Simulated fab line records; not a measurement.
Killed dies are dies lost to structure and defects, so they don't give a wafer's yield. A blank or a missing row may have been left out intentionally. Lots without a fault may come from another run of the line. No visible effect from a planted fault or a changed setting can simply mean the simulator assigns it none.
Which tool did it?	flow sky130	13 lots, 39 wafers sampled, at 5 steps of a route of 708

WHAT THE GAUGES READ, wafer by wafer
SKY_FIELD_ISO_CD_MEAS_13: target cd 150 nm. Usual: cd_nm at 150.1 nm, with a standard deviation of 1.6.
lot	measured	on	cd_nm (nm)	flag
L892	day 2 04:22	cd_sem-01	147.1 145.6 146.1	
L893	day 2 10:25	cd_sem-02	151.8 150.9 151.1	
L895	day 2 19:55	cd_sem-01	150.4 151.3 148.6	
L896	day 3 02:32	cd_sem-02	152.3 150.3 151.2	
L897	day 3 06:49	cd_sem-02	149.8 149.1 148.9	
L898	day 3 13:15	cd_sem-01	150.1 151.8 149.9	
L899	day 3 19:15	cd_sem-02	149.8 150.2 150.2	
L900	day 3 22:05	cd_sem-02	150.1 147.4 148.7	
L901	day 4 02:54	cd_sem-01	149.9 150.0 150.3	
L911	day 6 06:29	cd_sem-01	149.6 149.0 149.1	
L912	day 6 13:07	cd_sem-01	151.2 152.3 152.8	
L913	day 6 19:14	cd_sem-02	151.5 151.3 149.7	
L914	day 7 02:08	cd_sem-02	149.2 149.5 149.4	

SKY_FIELD_ISO_THK_MEAS_25. Usual: FIELD_ISO_CVD_24_THK typically reads 594 nm, with standard deviation 5.3.
lot	measured	on	FIELD_ISO_CVD_24_THK (nm)	flag
L892	day 2 06:57	film_metro-03	585 592 597	
L893	day 2 13:04	film_metro-04	595 586 599	
L895	day 2 22:14	film_metro-04	595 593 590	
L896	day 3 04:47	film_metro-04	598 589 588	
L897	day 3 10:44	film_metro-04	600 597 600	
L898	day 3 16:08	film_metro-02	581 582 591	
L899	day 3 21:13	film_metro-04	595 597 593	
L900	day 4 00:04	film_metro-02	592 585 588	
L901	day 4 05:47	film_metro-03	597 599 601	
L911	day 6 10:10	film_metro-02	590 599 599	
L912	day 6 15:05	film_metro-02	600 602 603	
L913	day 6 21:12	film_metro-02	598 596 588	
L914	day 7 04:26	film_metro-02	597 591 598	

SKY_SONOS_ONO_THK_MEAS_01. Usual: SONOS_ONO_OXIDATION_THK typically reads 2.60 nm, with standard deviation 0.058.
lot	measured	on	SONOS_ONO_OXIDATION_THK (nm)	flag
L892	day 11 05:31	film_metro-02	2.59 2.60 2.61	
L893	day 11 20:19	film_metro-04	2.63 2.63 2.57	
L895	day 12 08:14	film_metro-02	2.67 2.54 2.58	
L896	day 12 18:11	film_metro-04	2.68 2.63 2.67	
L897	day 13 01:59	film_metro-04	2.57 2.65 2.66	
L898	day 13 12:16	film_metro-04	2.58 2.61 2.60	
L899	day 13 17:47	film_metro-04	2.56 2.46 2.56	
L900	day 14 02:56	film_metro-03	4.32 4.42 4.44 4.32 4.47 4.49	OFF
L901	day 14 10:03	film_metro-03	4.48 4.55 4.51 4.51 4.55 4.51	OFF
L911	day 17 17:24	film_metro-04	2.56 2.65 2.55	
L912	day 17 23:50	film_metro-03	2.59 2.61 2.66	
L913	day 18 12:29	film_metro-02	2.58 2.58 2.59	
L914	day 18 21:50	film_metro-03	2.61 2.62 2.64	

WHICH TOOL RAN EACH LOT (tool, then ch and the chambers of the sampled wafers, then the start)
lot	SKY_NWELL_STRIP_14	SKY_SONOS_ONO_OXIDATION_00
L892	plasma_asher-01 ch 0,1, day 4 12:02	furnace-02 ch 0, day 11 04:10
L893	plasma_asher-01 ch 0,1, day 4 21:26	furnace-01 ch 0, day 11 18:58
L895	plasma_asher-01 ch 0,1, day 5 06:51	furnace-01 ch 0, day 12 06:53
L896	plasma_asher-03 ch 1, day 5 14:10	furnace-01 ch 0, day 12 16:49
L897	plasma_asher-03 ch 0,1, day 5 20:49	furnace-02 ch 0, day 13 00:38
L898	plasma_asher-04 ch 1, day 6 02:23	furnace-01 ch 0, day 13 10:55
L899	plasma_asher-01 ch 0,1, day 6 05:57	furnace-02 ch 0, day 13 16:26
L900	plasma_asher-01 ch 0,1, day 6 11:23	furnace-02 ch 0, day 13 23:07 and furnace-01 ch 0, day 14 01:35
L901	plasma_asher-03 ch 0,1, day 6 16:08	furnace-02 ch 0, day 14 05:56
L911	plasma_asher-04 ch 0,1, day 9 04:11	furnace-02 ch 0, day 17 16:02
L912	plasma_asher-01 ch 0,1, day 9 08:26	furnace-02 ch 0, day 17 22:29
L913	plasma_asher-01 ch 0,1, day 9 15:58	furnace-02 ch 0, day 18 11:08
L914	plasma_asher-01 ch 0,1, day 10 02:27	furnace-02 ch 0, day 18 20:29
- SKY_NWELL_STRIP_14: strips in O2/N2.
- SKY_SONOS_ONO_OXIDATION_00: stabilise 600 s, purge 300 s, target thk 2.6 nm.

AS READ BY THE TOOLS THEMSELVES (means over the sampled wafers that have a number; for cases with no such wafer, the mark the record gives instead)
SKY_NWELL_STRIP_14. Usual: drypump_motor_current_A 5.6 A, standard deviation 0.37; oes_product_au 0.722 a.u., standard deviation 0.0048; strip_time_to_endpoint_s 36.92 s, standard deviation 0.11.
lot	tool	drypump_motor_current_A (A)	oes_product_au (a.u.)	strip_time_to_endpoint_s (s)	flag
L892	plasma_asher-01	6.0	0.724	36.93	
L893	plasma_asher-01	6.0	0.726	37.03	
L895	plasma_asher-01	6.0	0.717	36.93	
L896	plasma_asher-03	5.6	0.723	37.05	
L897	plasma_asher-03	5.5	0.721	37.09	
L898	plasma_asher-04	4.9	0.722	36.96	
L899	plasma_asher-01	6.0	0.722	36.71	
L900	plasma_asher-01	6.0	0.724	36.92	
L901	plasma_asher-03	5.4	0.728	36.91	
L911	plasma_asher-04	5.3	0.721	37.00	
L912	plasma_asher-01	6.0	0.722	36.88	
L913	plasma_asher-01	6.0	0.718	36.95	
L914	plasma_asher-01	6.0	0.721	36.97	

THE ANSWER, worked out from the rows above alone
Rule: a lot counts as off when the mean over its wafers that have a number is more than 3 standard deviations away from the usual mean. Also off: a lot with no number at a reading for which 4 or more lots have one. Any other lot the step has rows for is counted as sound. Order of review: gauges by route order, followed by the tools' own readings, for which a lot's mean as printed above is used. The first step at which some lot is off is used, and at that step the reading that is off furthest; a lot without a number counts as furthest.
Off: L900, L901, at SKY_SONOS_ONO_THK_MEAS_01 (SONOS_ONO_OXIDATION_THK).
If a tool, at a process step before that reading, ran all the lots that are off and no sound lot after the first of them, it fits. The gauges at SKY_SONOS_ONO_THK_MEAS_01 are tried like those tools. Not one of the candidates tried fits.

WHAT HAD BEEN PUT IN BY THE SIMULATOR
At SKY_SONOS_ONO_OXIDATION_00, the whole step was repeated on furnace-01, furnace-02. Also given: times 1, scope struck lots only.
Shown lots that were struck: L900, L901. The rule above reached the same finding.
